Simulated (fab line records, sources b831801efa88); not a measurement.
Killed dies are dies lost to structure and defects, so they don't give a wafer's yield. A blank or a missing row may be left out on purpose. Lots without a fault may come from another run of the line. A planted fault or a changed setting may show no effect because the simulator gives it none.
fab line records | flow gf180mcu
record lots=24 wafers=72 last_day=34
route steps=602 shown V3@431 M4@456 V4@478
lots that met no fault: from a run of the same line without faults
start_h: hours from the record's first day to the start of the lot's first wafer shown | wait_h: hours since the lot's step before | " the same as in the row above | L1.1+2: a row that stands for several wafers | - no value, or no start given | * or withheld: withheld | < > ~ a bound
route shown NAME@n: a module of which the file shows steps, and the number in the route of the first | usual: mean/standard deviation of fault-free wafers | same: alike in all rows | chamber/n: place in a boat | sites: the reading at each site | _std_site: their standard deviation | _edge_site: outer sites' mean less inner sites' | radius_mm: how far each site lies from the wafer's centre | mask NAME#n: copy n | behind: the tool/chamber that last shaped the wafer | hold: why the lot was held/for how many hours/how that ended | device: the transistor (n, p or np) that didn't switch | end of line: the same wafers' tests at the end of the route | a step without rows: its recipe alone | killed: dies lost to structure and defects at the first sort, not the wafer's yield | map: a wafer's dies, x killed, . not, _ none there
set.NAME: the setting as run; set.NAME@STEP: as run at that earlier step | model.NAME: the simulator's own value behind a step, which no gauge read
steps of the route over a sample of lots; a table a step, a row a wafer
services: from which hour (start_h, from the record's first day; less than 0 if before it) a tool's chamber was out of use, for how many hours, and why
## steps
# step GF_V3_CVD_02
# recipe material=SiO2 target_thk_nm=850 precursor=TEOS temp_c=400 time_s=94.851 rf_w=600
# usual heater_power_w=624/95
# columns lot.wafer tool chamber start_h wait_h heater_power_w
L074.2 pecvd-04 1 493.88 0.0 597
L074.4 " 2 " " 542
L074.5 " 0 " " 617
L075.1 pecvd-04 2 510.98 0.1 662
L075.2 " 1 " " 513
L075.5 " 2 " " 539
L076.2 pecvd-04 0 516.48 0.0 775
L076.5 " 2 " " 543
L076.6 " 1 " " 478
L077.2 pecvd-02 2 526.72 0.0 777
L077.3 " 0 " " 870
L077.5 " 1 " " 694
L078.1 pecvd-01 2 533.39 0.1 697
L078.5 " 2 " " 718
L078.6 " 1 " " 601
L079.3 pecvd-01 1 547.19 0.0 541
L079.4 " 0 " " 535
L079.6 " 2 " " 588
L080.1 pecvd-01 1 549.97 0.1 635
L080.2 " 2 " " 705
L080.5 " 0 " " 559
L081.1 pecvd-04 1 570.61 0.1 518
L081.2 " 2 " " 682
L081.3 " 0 " " 671
L082.4 pecvd-01 2 576.36 0.1 727
L082.5 " 1 " " 523
L082.6 " 0 " " 581
L083.4 pecvd-02 1 578.74 0.1 643
L083.5 " 0 " " 755
L083.6 " 2 " " 738
L084.4 pecvd-04 1 588.77 0.1 524
L084.5 " 0 " " 791
L084.6 " 2 " " 621
L085.3 pecvd-01 0 590.31 0.0 576
L085.4 " 1 " " 583
L085.5 " 2 " " 574
L086.1 pecvd-01 0 602.58 0.1 484
L086.4 " 1 " " 579
L086.5 " 0 " " 536
L087.1 pecvd-04 2 611.93 0.1 620
L087.2 " 1 " " 617
L087.3 " 0 " " 734
L088.2 pecvd-04 1 619.13 0.0 525
L088.3 " 2 " " 590
L088.6 " 0 " " 700
L089.1 pecvd-04 2 623.47 0.1 586
L089.4 " 1 " " 607
L089.5 " 0 " " 612
L090.1 pecvd-04 2 631.88 0.1 635
L090.5 " 2 " " 655
L090.6 " 1 " " 616
L091.2 pecvd-04 0 637.07 0.0 785
L091.3 " 2 " " 584
L091.4 " 0 " " 609
L092.1 pecvd-01 2 647.77 0.1 703
L092.2 " 1 " " 540
L092.6 " 2 " " 584
L093.4 pecvd-01 0 651.83 0.1 549
L093.5 " 2 " " 587
L093.6 " 1 " " 522
L094.1 pecvd-02 0 657.77 0.1 887
L094.3 " 1 " " 597
L094.6 " 2 " " 710
L095.2 pecvd-01 0 668.24 0.0 581
L095.3 " 1 " " 609
L095.5 " 1 " " 640
L096.2 pecvd-01 1 670.79 0.0 601
L096.3 " 2 " " 755
L096.6 " 0 " " 459
L097.2 pecvd-01 0 675.63 0.0 505
L097.3 " 1 " " 617
L097.6 " 0 " " 549
# step GF_V3_CVD_23
# recipe material=W target_thk_nm=350 time_s=104.9 temp_c=400 pressure_torr=40
# usual heater_power_w=881/92
# columns lot.wafer tool chamber start_h wait_h heater_power_w
L074.2 cvd_w-01 0 519.03 0.0 779
L074.4 " 1 " " 853
L074.5 " 0 " " 786
L075.1 cvd_w-01 1 535.74 0.0 881
L075.2 " 0 " " 815
L075.5 " 0 " " 798
L076.2 cvd_w-02 0 541.23 0.0 850
L076.5 " 1 " " 1059
L076.6 " 0 " " 808
L077.2 cvd_w-01 1 550.95 0.0 878
L077.3 " 1 " " 877
L077.5 " 0 " " 818
L078.1 cvd_w-02 0 557.65 0.0 835
L078.5 " 0 " " 808
L078.6 " 1 " " 1035
L079.3 cvd_w-01 0 570.71 0.1 796
L079.4 " 1 " " 868
L079.6 " 0 " " 788
L080.1 cvd_w-01 0 573.98 0.0 812
L080.2 " 1 " " 879
L080.5 " 0 " " 792
L081.1 cvd_w-01 1 593.29 0.0 864
L081.2 " 0 " " 817
L081.3 " 0 " " 804
L082.4 cvd_w-02 0 599.39 0.1 843
L082.5 " 0 " " 845
L082.6 " 1 " " 1051
L083.4 cvd_w-02 1 600.74 0.1 1044
L083.5 " 1 " " 1066
L083.6 " 0 " " 841
L084.4 cvd_w-01 0 611.42 0.1 808
L084.5 " 0 " " 800
L084.6 " 1 " " 880
L085.3 cvd_w-01 1 613.53 0.1 876
L085.4 " 0 " " 823
L085.5 " 1 " " 877
L086.1 cvd_w-01 1 624.94 0.0 887
L086.4 " 0 " " 801
L086.5 " 1 " " 867
L087.1 cvd_w-01 0 634.50 0.0 816
L087.2 " 1 " " 862
L087.3 " 0 " " 791
L088.2 cvd_w-01 1 643.95 0.0 872
L088.3 " 0 " " 809
L088.6 " 1 " " 881
L089.1 cvd_w-01 1 645.56 0.0 881
L089.4 " 0 " " 804
L089.5 " 0 " " 796
L090.1 cvd_w-02 1 653.47 0.0 1068
L090.5 " 1 " " 1054
L090.6 " 0 " " 843
L091.2 cvd_w-02 1 658.37 0.0 1046
L091.3 " 0 " " 838
L091.4 " 1 " " 1066
L092.1 cvd_w-02 1 669.54 0.0 1044
L092.2 " 0 " " 830
L092.6 " 1 " " 1046
L093.4 cvd_w-01 0 672.54 0.1 803
L093.5 " 0 " " 799
L093.6 " 1 " " 872
L094.1 cvd_w-01 0 678.29 0.0 799
L094.3 " 1 " " 867
L094.6 " 0 " " 786
L095.2 cvd_w-02 1 688.66 0.0 1046
L095.3 " 1 " " 1039
L095.5 " 1 " " 1039
L096.2 cvd_w-02 1 691.25 0.0 1078
L096.3 " 0 " " 837
L096.6 " 1 " " 1059
L097.2 cvd_w-02 0 696.13 0.0 838
L097.3 " 0 " " 810
L097.6 " 1 " " 1061
# step GF_V3_THK_MEAS_25
# recipe thk_meas_gauge=xrf reads=W_of_V3_CVD_23
# usual V3_W_THK=342/5
# columns lot.wafer tool chamber start_h wait_h V3_W_THK[nm]
L074.2 film_metro-01 - 519.27 0.1 340
L074.4 " - " " 339
L074.5 " - " " 341
L075.1 film_metro-02 - 535.98 0.1 343
L075.2 " - " " 345
L075.5 " - " " 339
L076.2 film_metro-02 - 541.48 0.1 343
L076.5 " - " " 339
L076.6 " - " " 338
L077.2 film_metro-02 - 551.19 0.1 341
L077.3 " - " " 340
L077.5 " - " " 337
L078.1 film_metro-01 - 557.88 0.1 342
L078.5 " - " " 340
L078.6 " - " " 346
L079.3 film_metro-04 - 570.93 0.1 333
L079.4 " - " " 335
L079.6 " - " " 333
L080.1 film_metro-01 - 574.21 0.1 340
L080.2 " - " " 345
L080.5 " - " " 342
L081.1 film_metro-01 - 593.53 0.1 343
L081.2 " - " " 332
L081.3 " - " " 335
L082.4 film_metro-01 - 599.62 0.1 344
L082.5 " - " " 345
L082.6 " - " " 345
L083.4 film_metro-02 - 600.96 0.1 340
L083.5 " - " " 343
L083.6 " - " " 342
L084.4 film_metro-02 - 611.64 0.1 342
L084.5 " - " " 342
L084.6 " - " " 343
L085.3 film_metro-01 - 613.75 0.1 338
L085.4 " - " " 341
L085.5 " - " " 340
L086.1 film_metro-02 - 625.17 0.1 345
L086.4 " - " " 340
L086.5 " - " " 342
L087.1 film_metro-02 - 634.73 0.1 345
L087.2 " - " " 344
L087.3 " - " " 346
L088.2 film_metro-01 - 644.19 0.1 339
L088.3 " - " " 338
L088.6 " - " " 339
L089.1 film_metro-04 - 645.79 0.1 335
L089.4 " - " " 329
L089.5 " - " " 331
L090.1 film_metro-01 - 653.70 0.1 350
L090.5 " - " " 345
L090.6 " - " " 349
L091.2 film_metro-04 - 658.62 0.1 331
L091.3 " - " " 337
L091.4 " - " " 330
L092.1 film_metro-01 - 669.78 0.1 344
L092.2 " - " " 347
L092.6 " - " " 347
L093.4 film_metro-02 - 672.76 0.1 347
L093.5 " - " " 348
L093.6 " - " " 347
L094.1 film_metro-01 - 678.53 0.1 343
L094.3 " - " " 341
L094.6 " - " " 343
L095.2 film_metro-01 - 688.90 0.1 341
L095.3 " - " " 338
L095.5 " - " " 337
L096.2 film_metro-02 - 691.49 0.1 347
L096.3 " - " " 348
L096.6 " - " " 351
L097.2 film_metro-02 - 696.37 0.1 341
L097.3 " - " " 343
L097.6 " - " " 347
# step GF_M4_SPUTTER_00
# recipe material=Ti target_thk_nm=37.5 arriving_ion_energy_ev=80 substrate_temp_c=200 chamber_pressure_pa=2 power_w=4000 time_s=150
# usual throttle_valve_pct=29.8/1.1
# columns lot.wafer tool chamber start_h wait_h throttle_valve_pct
L074.2 pvd_sputter-03 - 519.62 0.1 29.1
L074.4 " - " " 30.1
L074.5 " - " " 30.4
L075.1 pvd_sputter-03 - 536.34 0.2 29.8
L075.2 " - " " 28.9
L075.5 " - " " 29.9
L076.2 pvd_sputter-02 - 541.83 0.1 29.8
L076.5 " - " " 30.7
L076.6 " - " " 28.8
L077.2 pvd_sputter-04 - 551.54 0.1 28.6
L077.3 " - " " 31.8
L077.5 " - " " 29.6
L078.1 pvd_sputter-04 - 558.24 0.1 31.8
L078.5 " - " " 29.4
L078.6 " - " " 28.3
L079.3 pvd_sputter-04 - 571.27 0.1 28.4
L079.4 " - " " 31.7
L079.6 " - " " 30.4
L080.1 pvd_sputter-03 - 575.12 0.2 29.2
L080.2 " - " " 29.8
L080.5 " - " " 29.9
L081.1 pvd_sputter-04 - 593.89 0.1 28.5
L081.2 " - " " 29.5
L081.3 " - " " 30.6
L082.4 pvd_sputter-04 - 599.95 0.1 31.6
L082.5 " - " " 28.5
L082.6 " - " " 31.5
L083.4 pvd_sputter-03 - 601.54 0.1 29.4
L083.5 " - " " 30.1
L083.6 " - " " 29.4
L084.4 pvd_sputter-03 - 611.97 0.1 29.6
L084.5 " - " " 29.2
L084.6 " - " " 28.8
L085.3 pvd_sputter-04 - 614.09 0.2 30.3
L085.4 " - " " 29.3
L085.5 " - " " 31.8
L086.1 pvd_sputter-04 - 625.53 0.1 30.7
L086.4 " - " " 31.4
L086.5 " - " " 31.8
L087.1 pvd_sputter-04 - 635.09 0.2 28.2
L087.2 " - " " 31.5
L087.3 " - " " 29.6
L088.2 pvd_sputter-04 - 644.54 0.2 30.4
L088.3 " - " " 29.4
L088.6 " - " " 29.6
L089.1 pvd_sputter-04 - 646.15 0.1 30.7
L089.4 " - " " 31.6
L089.5 " - " " 28.5
L090.1 pvd_sputter-04 - 654.06 0.2 28.4
L090.5 " - " " 30.2
L090.6 " - " " 29.5
L091.2 pvd_sputter-03 - 658.97 0.2 28.9
L091.3 " - " " 29.1
L091.4 " - " " 30.1
L092.1 pvd_sputter-02 - 670.14 0.2 29.6
L092.2 " - " " 28.8
L092.6 " - " " 28.2
L093.4 pvd_sputter-02 - 673.09 0.2 29.7
L093.5 " - " " 30.7
L093.6 " - " " 28.8
L094.1 pvd_sputter-02 - 678.89 0.1 28.8
L094.3 " - " " 29.7
L094.6 " - " " 28.5
L095.2 pvd_sputter-03 - 689.25 0.2 29.1
L095.3 " - " " 28.8
L095.5 " - " " 29.9
L096.2 pvd_sputter-04 - 691.84 0.1 31.8
L096.3 " - " " 30.5
L096.6 " - " " 31.9
L097.2 pvd_sputter-02 - 696.72 0.1 28.5
L097.3 " - " " 29.5
L097.6 " - " " 30.8
# step GF_V4_CVD_02
# recipe material=SiO2 target_thk_nm=850 precursor=TEOS temp_c=400 time_s=94.851 rf_w=600
# usual heater_power_w=689/96
# columns lot.wafer tool chamber start_h wait_h heater_power_w
L074.2 pecvd-04 0 543.73 0.0 674
L074.4 " 1 " " 576
L074.5 " 2 " " 645
L075.1 pecvd-02 1 560.06 0.1 626
L075.2 " 2 " " 694
L075.5 " 1 " " 652
L076.2 pecvd-02 2 565.28 0.0 772
L076.5 " 1 " " 565
L076.6 " 2 " " 633
L077.2 pecvd-03 2 575.08 0.0 729
L077.3 " 1 " " 629
L077.5 " 2 " " 775
L078.1 pecvd-04 2 581.39 0.1 685
L078.5 " 2 " " 538
L078.6 " 0 " " 742
L079.3 pecvd-03 1 594.27 0.0 710
L079.4 " 1 " " 742
L079.6 " 0 " " 786
L080.1 pecvd-03 2 597.72 0.1 705
L080.2 " 0 " " 787
L080.5 " 0 " " 823
L081.1 pecvd-04 0 616.20 0.1 767
L081.2 " 1 " " 536
L081.3 " 2 " " 588
L082.4 pecvd-03 0 622.28 0.1 861
L082.5 " 1 " " 592
L082.6 " 2 " " 628
L083.4 pecvd-02 1 624.57 0.1 684
L083.5 " 0 " " 862
L083.6 " 2 " " 628
L084.4 pecvd-04 1 633.53 0.1 550
L084.5 " 0 " " 789
L084.6 " 2 " " 661
L085.3 pecvd-02 2 635.91 0.0 761
L085.4 " 1 " " 582
L085.5 " 2 " " 603
L086.1 pecvd-03 1 647.24 0.1 667
L086.4 " 1 " " 691
L086.5 " 0 " " 799
L087.1 pecvd-03 0 655.81 0.1 815
L087.2 " 1 " " 720
L087.3 " 2 " " 764
L088.2 pecvd-03 1 665.37 0.0 713
L088.3 " 0 " " 722
L088.6 " 0 " " 769
L089.1 pecvd-04 2 667.45 0.1 678
L089.4 " 0 " " 722
L089.5 " 1 " " 564
L090.1 pecvd-04 1 674.94 0.1 584
L090.5 " 0 " " 775
L090.6 " 2 " " 533
L091.2 pecvd-04 1 679.85 0.0 534
L091.3 " 0 " " 774
L091.4 " 0 " " 639
L092.1 pecvd-04 0 691.78 0.1 632
L092.2 " 2 " " 660
L092.6 " 0 " " 705
L093.4 pecvd-04 0 693.08 0.1 613
L093.5 " 1 " " 468
L093.6 " 2 " " 667
L094.1 pecvd-03 1 698.99 0.1 634
L094.3 " 2 " " 738
L094.6 " 0 " " 798
L095.2 pecvd-04 0 709.13 0.0 720
L095.3 " 1 " " 610
L095.5 " 2 " " 656
L096.2 pecvd-02 2 711.16 0.0 676
L096.3 " 1 " " 730
L096.6 " 2 " " 721
L097.2 pecvd-02 0 716.87 0.0 705
L097.3 " 1 " " 692
L097.6 " 0 " " 812
# step GF_V4_CMP_04
# recipe material=SiO2 down_force_psi=4 platen_rpm=60 pad_velocity_m_s=0.94248
# usual motor_current_A=12.1/1.1 time_to_endpoint_s=84/5.7
# columns lot.wafer tool chamber start_h wait_h motor_current_A time_to_endpoint_s
L074.4 cmp-01 1 544.01 0.2 12.0 86
L074.2 " 2 " " 11.6 77
L074.5 " 0 " " 14.2 75
L075.2 cmp-01 0 560.19 0.0 14.4 71
L075.1 " 3 " " 11.3 83
L075.5 " 0 " " 14.0 81
L076.2 cmp-01 2 565.41 0.0 12.1 78
L076.6 " 2 " " 11.3 88
L076.5 " 3 " " 11.9 97
L077.2 cmp-01 3 575.42 0.3 11.3 86
L077.3 " 1 " " 11.4 82
L077.5 " 3 " " 11.7 84
L078.1 cmp-02 3 581.64 0.2 12.2 88
L078.5 " 2 " " 11.8 97
L078.6 " 3 " " 12.3 94
L079.4 cmp-02 3 594.45 0.1 12.2 84
L079.3 " 1 " " 10.0 87
L079.6 " 2 " " 11.5 84
L080.1 cmp-01 2 597.90 0.1 12.1 86
L080.2 " 3 " " 11.1 83
L080.5 " 2 " " 11.7 93
L081.3 cmp-01 3 616.33 0.0 11.4 80
L081.1 " 1 " " 11.3 88
L081.2 " 2 " " 12.3 79
L082.4 cmp-01 0 622.48 0.1 14.0 81
L082.5 " 2 " " 12.0 85
L082.6 " 3 " " 11.1 84
L083.4 cmp-01 2 624.76 0.1 12.0 93
L083.6 " 0 " " 12.6 82
L083.5 " 1 " " 11.1 83
L084.4 cmp-02 1 633.72 0.1 10.0 90
L084.6 " 3 " " 12.0 78
L084.5 " 0 " " 14.5 94
L085.3 cmp-01 0 636.14 0.1 14.1 75
L085.4 " 1 " " 12.2 90
L085.5 " 2 " " 11.7 79
L086.4 cmp-01 3 647.55 0.2 11.1 88
L086.1 " 1 " " 11.4 84
L086.5 " 3 " " 10.9 88
L087.2 cmp-01 1 655.94 0.0 11.5 86
L087.3 " 3 " " 10.9 75
L087.1 " 0 " " 13.5 77
L088.3 cmp-01 0 665.60 0.1 13.5 79
L088.2 " 1 " " 11.9 87
L088.6 " 2 " " 11.8 91
L089.4 cmp-02 2 667.63 0.1 12.5 92
L089.1 " 0 " " 14.2 83
L089.5 " 1 " " 10.3 91
L090.1 cmp-01 3 675.17 0.2 11.3 81
L090.6 " 2 " " 11.7 85
L090.5 " 3 " " 10.8 86
L091.4 cmp-01 2 680.03 0.1 11.9 90
L091.2 " 3 " " 10.8 82
L091.3 " 0 " " 13.5 85
L092.1 cmp-01 3 692.00 0.1 11.1 86
L092.2 " 0 " " 13.7 83
L092.6 " 2 " " 11.5 94
L093.4 cmp-01 0 693.30 0.1 13.5 91
L093.5 " 3 " " 11.6 90
L093.6 " 0 " " 13.9 83
L094.1 cmp-02 1 699.12 0.1 10.2 90
L094.3 " 0 " " 14.0 83
L094.6 " 1 " " 10.6 91
L095.2 cmp-01 1 709.36 0.1 11.7 89
L095.3 " 2 " " 11.5 83
L095.5 " 0 " " 13.3 83
L096.2 cmp-01 1 711.34 0.1 12.1 83
L096.3 " 3 " " 11.2 77
L096.6 " 0 " " 14.3 87
L097.3 cmp-01 2 717.00 0.0 12.6 79
L097.2 " 3 " " 11.1 73
L097.6 " 3 " " 11.1 79
## services
# columns tool chamber start_h hours kind
cvd_w-02 1 473.81 2.4 repair
cvd_w-02 1 491.89 13.0 repair
cvd_w-02 0 492.65 4.2 repair
cvd_w-02 - 511.09 0.2 repair
pecvd-02 - 525.34 1.3 repair
pvd_sputter-04 - 531.03 1.6 repair
pecvd-02 - 532.81 1.7 repair
pecvd-04 - 564.67 0.9 repair
pvd_sputter-04 - 564.83 1.8 repair
cmp-01 - 573.51 1.0 repair
pvd_sputter-04 - 590.46 1.1 repair
pecvd-02 - 591.14 14.0 pm
pecvd-01 - 594.81 0.8 repair
cmp-01 - 600.54 3.5 repair
cvd_w-01 - 618.64 2.8 pm
pecvd-01 0 618.70 12.1 repair
pecvd-01 - 622.11 11.2 repair
cvd_w-01 - 625.30 0.6 repair
pecvd-01 - 633.26 2.8 pm
cmp-01 - 637.47 0.7 repair
pecvd-01 - 638.44 5.5 repair
cvd_w-01 0 653.90 6.9 repair
pvd_sputter-04 - 672.94 2.2 repair
pecvd-02 - 692.85 2.8 pm
## key
fault none
